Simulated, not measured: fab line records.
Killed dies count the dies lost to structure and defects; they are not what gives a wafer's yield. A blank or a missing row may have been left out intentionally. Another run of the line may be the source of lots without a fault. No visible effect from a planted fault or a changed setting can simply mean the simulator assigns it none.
Struck lot and sound lot, side by side -- flow sky130 -- 43 out of 708 route steps
Sound: the wafers L236.2, L236.4, L236.6. Struck: wafers L244.2, L244.4 (left out: L244.3, a lot-mate that was not struck); the cause follows at the end.
At each step with rows: each side's tool, then ch and its chambers, then its first start. Under that, the readings that differ: sound wafers -- struck wafers -- difference of the means -- sigmas: that difference in standard deviations of wafers without a fault.
alike: words and numbers the same on both sides, and readings whose means are apart by under 2 such deviations; not compared: readings that were withheld, readings missing a value for some wafer, numbers with overlapping values and no deviation given by the record, and bounds like >300 which may hide the same value.
A row with sigmas, a row that says differs or no value, or rows on one side alone: a step with any of these is where the two part. When numbers do not overlap yet have no deviation, they are printed without sigmas and do not part them. Lack of a reading on every wafer of one side parts them only where that side has two or more wafers.

first, 5 steps without rows for these wafers: SKY_FIELD_ISO_WET_ETCH_28 (etches SiO2 in dHF, target depth 23.7 nm, time 47 s); SKY_FIELD_ISO_WET_ETCH_29 (etches Si3N4 in H3PO4, target depth 160 nm, time 1825 s); SKY_FIELD_ISO_WET_ETCH_30 (etches SiO2 in dHF, target depth 25 nm, time 50 s); SKY_NWELL_CLEAN_00 (cleans in SC1/SC2, time 150 s); SKY_NWELL_OXIDATION_01 (stabilise 600 s, purge 300 s, target thk 10 nm).
SKY_NWELL_THK_MEAS_02:
  sound on film_metro-01 at day 2 20:34; struck on film_metro-03 at day 4 12:05
  alike: NWELL_OXIDATION_THK
then, 6 steps without rows for these wafers: SKY_DNWELL_DEHYDRATE_00 (time 60 s); SKY_DNWELL_HMDS_01 (prime time 60 s); SKY_DNWELL_COAT_02 (resist thk 3000 nm); SKY_DNWELL_SOFTBAKE_03; SKY_DNWELL_EXPOSE_04 (exposes mask DNM, target cd 3000 nm); SKY_DNWELL_PEB_05.
SKY_DNWELL_DEVELOP_06: develop time 60 s.
  sound on litho_track-03 ch 0, day 3 12:00; struck on litho_track-03 ch 0, day 5 06:00
  alike: chill_plate_temp_C
following that, these wafers have no rows for 1 step: SKY_DNWELL_IMPLANT_07.
SKY_DNWELL_STRIP_08: strips in O2/N2.
  sound on plasma_asher-01 ch 0,1, day 3 12:21; struck on plasma_asher-02 ch 0, day 5 06:27
  alike: drypump_motor_current_A, oes_product_au, strip_time_to_endpoint_s
  not compared: rf_hours_counter_h
SKY_DNWELL_TW_MEAS_09:
  sound on film_metro-01 at day 3 12:28; struck on film_metro-03 at day 5 06:35
  alike: DNWELL_TW
then, 7 steps without rows for these wafers: SKY_PWDE_DEHYDRATE_00 (time 60 s); SKY_PWDE_HMDS_01 (prime time 60 s); SKY_PWDE_COAT_02 (resist thk 3000 nm); SKY_PWDE_SOFTBAKE_03; SKY_PWDE_EXPOSE_04 (exposes mask PWDEM, target cd 840 nm); SKY_PWDE_PEB_05; SKY_PWDE_DEVELOP_06 (develop time 60 s).
SKY_PWDE_OVL_MEAS_07:
  sound on overlay-01 at day 4 05:03; struck on overlay-02 at day 6 00:28
  alike: PWDE_OVL
following that, these wafers have no rows for 1 step: SKY_PWDE_IMPLANT_08.
SKY_PWDE_STRIP_09: strips in O2/N2.
  sound on plasma_asher-04 ch 0,1, day 4 05:14; struck on plasma_asher-03 ch 0,1, day 6 00:38
  alike: drypump_motor_current_A, oes_product_au, strip_time_to_endpoint_s
  not compared: rf_hours_counter_h
SKY_PWDE_TW_MEAS_10:
  sound on film_metro-01 at day 4 05:20; struck on film_metro-03 at day 6 00:45
reading,sound,struck,difference,sigmas
PWDE_TW,379.4 379.9 381.6,372.5 373.4,-7.4,-3
then, 7 steps without rows for these wafers: SKY_NWELL_DEHYDRATE_03 (time 60 s); SKY_NWELL_HMDS_04 (prime time 60 s); SKY_NWELL_COAT_05 (resist thk 3000 nm); SKY_NWELL_SOFTBAKE_06; SKY_NWELL_EXPOSE_07 (exposes mask NWM, target cd 840 nm); SKY_NWELL_PEB_08; SKY_NWELL_DEVELOP_09 (develop time 60 s).
SKY_NWELL_OVL_MEAS_10:
  sound on overlay-01 at day 4 22:51; struck on overlay-02 at day 6 20:21
  alike: NWELL_00_OVL
then, 3 steps without rows for these wafers: SKY_NWELL_IMPLANT_11; SKY_NWELL_IMPLANT_12; SKY_NWELL_IMPLANT_13.
SKY_NWELL_STRIP_14: strips in O2/N2.
  sound on plasma_asher-03 ch 1, day 4 23:20; struck on plasma_asher-02 ch 0,1, day 6 20:50
  alike: drypump_motor_current_A, oes_product_au, strip_time_to_endpoint_s
  not compared: rf_hours_counter_h
SKY_NWELL_TW_MEAS_15:
  sound on film_metro-01 at day 4 23:26; struck on film_metro-04 at day 6 20:56
  alike: NWELL_TW
then, 2 steps without rows for these wafers: SKY_NWELL_DEHYDRATE_16 (time 60 s); SKY_NWELL_HMDS_17 (prime time 60 s).
-- the record jumps here: 42 days lie between the struck wafers' starts before and after (it left off in module NWELL and takes up again in module PAD_OPEN, whose first step shown is number 708 of the route) --
SKY_PAD_OPEN_PROBE_99:
  sound on prober-01 at day 46 08:38; struck on prober-02 at day 48 11:54
reading,sound,struck,difference,sigmas
killed_at_M0_to_M3,55 52 62,31 38,-22,-3
killed_at_contacts,29 35 34,17 23,-13,-2
killed_at_front_end,11 18 23,442 427,+417,+91
killed_dies,100 108 122,492 492,+382,+38
killed_on_rim,22 17 27,96 96,+74,+19
killed_open,55 54 65,40 43,-16,-2
killed_short,45 54 57,28 32,-22,-3
  alike: killed_at_M4_up, killed_at_other

WHERE THEY PART
At SKY_PWDE_TW_MEAS_10 first; at SKY_PAD_OPEN_PROBE_99 last (within this record only).

WHY: what the simulator had put in
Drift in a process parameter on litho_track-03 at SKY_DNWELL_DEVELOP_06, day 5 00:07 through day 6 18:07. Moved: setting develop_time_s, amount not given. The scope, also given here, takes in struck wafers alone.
